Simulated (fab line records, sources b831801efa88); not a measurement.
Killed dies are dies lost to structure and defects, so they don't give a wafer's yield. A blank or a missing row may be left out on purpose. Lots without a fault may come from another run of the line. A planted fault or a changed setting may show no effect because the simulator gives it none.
Split-lot experiment | flow gf180mcu | 5 lots, 23 wafers read, on a route of 602 steps

THE SPLIT
At GF_STI_ETCH_13 (etches the open film in CHF3/O2, stops on Si, target depth 282.31 nm, time 112.9 s), the setting over_etch_frac was moved away from the recipe's 0.3 on 11 of the 23 wafers read, by -17.4% to +25.8%. The other wafers ran this setting at the recipe's value.

The file shows no step between the split and the reading.

THE READING
KrF_of_STI_COAT_07.thk_nm (the simulator's own value, which no gauge read), in nm, at GF_STI_ETCH_14 (etches Si in HBr/Cl2/O2, target depth 360 nm, time 102.9 s). The file gives no usual value for it. The 12 wafers here that ran the recipe average 317.6 nm, standard deviation 3 nm.

wafer  | tool, chamber at the split | over_etch_frac as run | against the recipe | KrF_of_STI_COAT_07.thk_nm, nm | against lot-mates on the recipe
L074.3 | rie_diel-04, 0             | 0.3                   | recipe             | 317.9                         | -
L074.4 | rie_diel-04, 2             | 0.3                   | recipe             | 319.1                         | -
L074.5 | rie_diel-04, 1             | 0.3                   | recipe             | 315.8                         | -
L079.1 | rie_diel-04, 1             | 0.3775                | +25.8%             | 300.5                         | -12.6
L079.3 | rie_diel-04, 0             | 0.3775                | +25.8%             | 300.5                         | -12.6
L079.4 | rie_diel-04, 2             | 0.3775                | +25.8%             | 300.2                         | -12.9
L079.5 | rie_diel-04, 0             | 0.3                   | recipe             | 316.1                         | -
L079.6 | rie_diel-04, 1             | 0.3                   | recipe             | 310                           | -
L080.1 | rie_diel-04, 1             | 0.3                   | recipe             | 317.3                         | -
L080.2 | rie_diel-04, 3             | 0.3412                | +13.7%             | 308.8                         | -7.9
L080.3 | rie_diel-04, 0             | 0.3412                | +13.7%             | 313.5                         | -3.2
L080.5 | rie_diel-04, 2             | 0.3                   | recipe             | 315.9                         | -
L080.6 | rie_diel-04, 1             | 0.3                   | recipe             | 317                           | -
L081.1 | rie_diel-01, 3             | 0.3                   | recipe             | 320.8                         | -
L081.3 | rie_diel-01, 1             | 0.3                   | recipe             | 319.1                         | -
L081.4 | rie_diel-01, 2             | 0.2478                | -17.4%             | 325.7                         | +5.7
L081.5 | rie_diel-01, 1             | 0.2478                | -17.4%             | 330.4                         | +10.4
L081.6 | rie_diel-01, 2             | 0.2478                | -17.4%             | 324.2                         | +4.2
L082.2 | rie_diel-04, 1             | 0.3289                | +9.6%              | 316.1                         | -4.9
L082.3 | rie_diel-04, 2             | 0.3                   | recipe             | 319.6                         | -
L082.4 | rie_diel-04, 0             | 0.3289                | +9.6%              | 320.3                         | -0.8
L082.5 | rie_diel-04, 1             | 0.3289                | +9.6%              | 320.6                         | -0.4
L082.6 | rie_diel-04, 0             | 0.3                   | recipe             | 322.5                         | -

THE FIT
A straight line over all 23 wafers: KrF_of_STI_COAT_07.thk_nm changes by -0.559 nm for each +1% of over_etch_frac; r = -0.88; the points scatter about the line by 3.9 nm.
The same after taking each lot's own level away (the mean of its wafers on the recipe; 23 wafers): -0.435 nm for each +1%; r = -0.93; scatter 2.2 nm.
On that fit, the largest move of over_etch_frac shifts the reading by 11 nm.
The lots' own levels span 313.05 to 321.05 nm, that is 2.6 times the standard deviation above.
So the lot-to-lot level changes the slope: the two fits differ.
Check: with one of the wafers moved furthest among these (+25.8%) left out of the fit, the line predicts -10.9 nm for it against its lot-mates. It came out at -12.6 nm against them.
Tool readings at the split's step, against how far the setting was moved: oes_product_au r = -0.56.

OTHER SPLITS ON THESE WAFERS
These wafers also went through other splits before the reading. Each is held against what the fit with the lots' levels taken away leaves over:
other split on the same wafers | wafers away from the commonest value | r with KrF_of_STI_COAT_07.thk_nm (lot level and that fit taken away)
GF_STI_CVD_03 time_s           | 18                                   | +0.19

THE WHOLE CHAIN: every reading that the file lists as answering this split, in the file's order
step           | what it does                                                                       | reading                                                                    | change (the file's fit)               | r (the file's)
GF_STI_ETCH_13 | etches the open film in CHF3/O2, stops on Si, target depth 282.31 nm, time 112.9 s | KrF_of_STI_COAT_07.thk_nm (the simulator's own value, which no gauge read) | -0.495 nm for each +1% of the setting | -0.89
GF_STI_ETCH_14 | etches Si in HBr/Cl2/O2, target depth 360 nm, time 102.9 s                         | KrF_of_STI_COAT_07.thk_nm (the simulator's own value, which no gauge read) | -0.433 nm for each +1% of the setting | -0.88

THE FILE'S OWN FIT
KrF_of_STI_COAT_07.thk_nm changes by -0.433 nm for each +1% of over_etch_frac, r = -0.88.
